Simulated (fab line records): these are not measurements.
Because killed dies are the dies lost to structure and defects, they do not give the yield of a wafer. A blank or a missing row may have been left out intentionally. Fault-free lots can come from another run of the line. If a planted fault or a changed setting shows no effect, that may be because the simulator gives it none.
Problem report in the 8D (eight disciplines) form, filled by code	flow sky130	the parts of the form that need people (team, actions taken, sign-off) are left out

## 1. WHAT IS WRONG
chamber-pressure-pa at SKY_METAL4_SPUTTER_00 reads a mean of 0.3387 Pa on 3 wafers of 2 lots; wafers without a fault read 0.4000 Pa with a standard deviation of 0.00082. That is -75 standard deviations from the usual mean.
The step: material Ti, target thk 15 nm, time 10 s.
First observed at day 41 21:19: wafer L441.1, on pvd-sputter-04. The record holds 18 wafers of 6 lots with a number at this step. Rule for "out" (also "out of limits"): further than 4 standard deviations from the usual mean. The other wafers with a number count as sound.

## 2. WHAT IT IS AND WHAT IT IS NOT
question	is	is not
which readings at this step	chamber-pressure-pa	-
which lots	L441, L442	L436, L438, L451, L456
which wafers of those lots	L441.1, L442.1, L442.6	L441.3, L441.6, L442.3
read on which tools	pvd-sputter-04	pvd-sputter-02, pvd-sputter-03
when	from day 41 21:19	up to then (8 sound wafers); but 7 sound wafers of L442, L451, L456 came after

## 3. THE SUSPECTS, EACH WITH WHAT RULES IT OUT
Counting: a tool at a process step up to the reading stays a suspect if it ran every lot that is out. Sound lots after the first of them don't rule it out here, since some wafers of a struck lot are sound.
- cvd-w-02 at SKY_VIA3_CVD_21 (deposits W, target thk 390 nm, time 117.31 s): kept. It ran every lot that is out, first L441 (day 41 20:43).
- cmp-01 at SKY_VIA3_CMP_24 (polishes, stops on SiO2, t overpolish 20 s, target thk 0 nm): kept. Ran every lot that is out, first one L441 (day 41 21:01); last sound lot up to then L436 (day 39 21:42).
- pvd-sputter-04 at SKY_METAL4_SPUTTER_00 (material Ti, target thk 15 nm, time 10 s): kept. Ran every lot that is out, first one L441 (day 41 21:19); last sound lot up to then L438 (day 40 17:17). Its own readings are out on those wafers: chamber-pressure-pa.
After the count, these remain: cvd-w-02 at SKY_VIA3_CVD_21, cmp-01 at SKY_VIA3_CMP_24 and pvd-sputter-04 at SKY_METAL4_SPUTTER_00.

## 4. THE CAUSE (what the simulator had put in)
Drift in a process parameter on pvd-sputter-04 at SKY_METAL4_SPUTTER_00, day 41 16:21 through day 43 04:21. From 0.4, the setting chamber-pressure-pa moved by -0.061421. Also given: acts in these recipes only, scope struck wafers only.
Counting leaves 3 suspects; this tool is one of them.

## 5. THE EFFECT CHAIN, in route order
Each row: a reading whose mean over the struck wafers that have a number lies more than 3 standard deviations from the usual. Scope: only readings with a usual standard deviation given in the record; hours: median across lots of the time from each lot's start at the first step in this table that gives one to its start at this step; sigmas: change in usual standard deviations.
hours	step	reading	usual	on struck wafers	change	sigmas
0	SKY_METAL4_SPUTTER_00	chamber-pressure-pa	0.4000 Pa	0.3387	-0.0613	-75
0	SKY_METAL4_SPUTTER_00	throttle-valve-pct	30.0 %	33.2	+3.2	+4.1
Here are the process steps it includes:
- SKY_METAL4_SPUTTER_00: material Ti, target thk 15 nm, time 10 s.

## 6. HOW IT WOULD HAVE BEEN CAUGHT EARLIER
In this record the first reading out of limits was taken at day 41 21:19, 5 hours after the fault began at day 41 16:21.
